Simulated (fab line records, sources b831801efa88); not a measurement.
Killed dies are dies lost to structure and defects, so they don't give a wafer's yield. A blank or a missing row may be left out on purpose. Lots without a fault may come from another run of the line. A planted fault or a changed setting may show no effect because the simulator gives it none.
Chamber matching | flow gf180mcu | GF_V1_CMP_04 on cmp-01: 4 sister chambers
The step polishes SiO2. 8 wafers are shown with their chamber, then 6 later ones without.

WAFERS WITH THEIR CHAMBER
wafer  | chamber | motor_current_A (A) | time_to_endpoint_s (s)
L311.6 | 1       | 12.6                | 79
L314.1 | 1       | 12.0                | 79
L314.4 | 0       | 13.1                | 83
L316.3 | 3       | 13.3                | 75
L316.5 | 2       | 12.0                | 76
L316.6 | 3       | 12.5                | 79
L317.2 | 0       | 13.0                | 82
L317.3 | 2       | 12.1                | 79

WAFERS WITHOUT THEIR CHAMBER
wafer  | motor_current_A (A) | time_to_endpoint_s (s)
L317.5 | 11.8                | 81
L321.1 | 13.5                | 79
L321.2 | 12.8                | 84
L321.3 | 12.0                | 82
L325.2 | 13.4                | 84
L325.4 | 11.9                | 82

WHICH CHAMBER EACH WENT THROUGH
wafer  | from the rows above               | in truth
L317.5 | can't be placed: 1 or 2 or 0      | 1
L321.1 | can't be placed: 3 or 0 or 1      | 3
L321.2 | 0                                 | 0
L321.3 | can't be placed: 1 or 2 or 0 or 3 | 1
L325.2 | 0                                 | 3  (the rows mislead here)
L325.4 | can't be placed: 1 or 2 or 0 or 3 | 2
Placed correctly: 1 of 6. Can't be placed from these rows: 4 (the true chamber is among the candidates in 4). Placed wrongly: 1.
How it was worked out, from the rows above alone: a wafer's distance from a chamber is the root of the sum, over the readings, of the square of ((its reading less the chamber's mean) divided by the reading's scatter). The wafer belongs to the nearest chamber; if the next one is less than 2 further off, it can't be placed. A chamber's mean is the mean of its shown wafers. The scatter: the root of (the sum of the squares of (reading less its chamber's mean) over the shown wafers, divided by (wafers less chambers)).
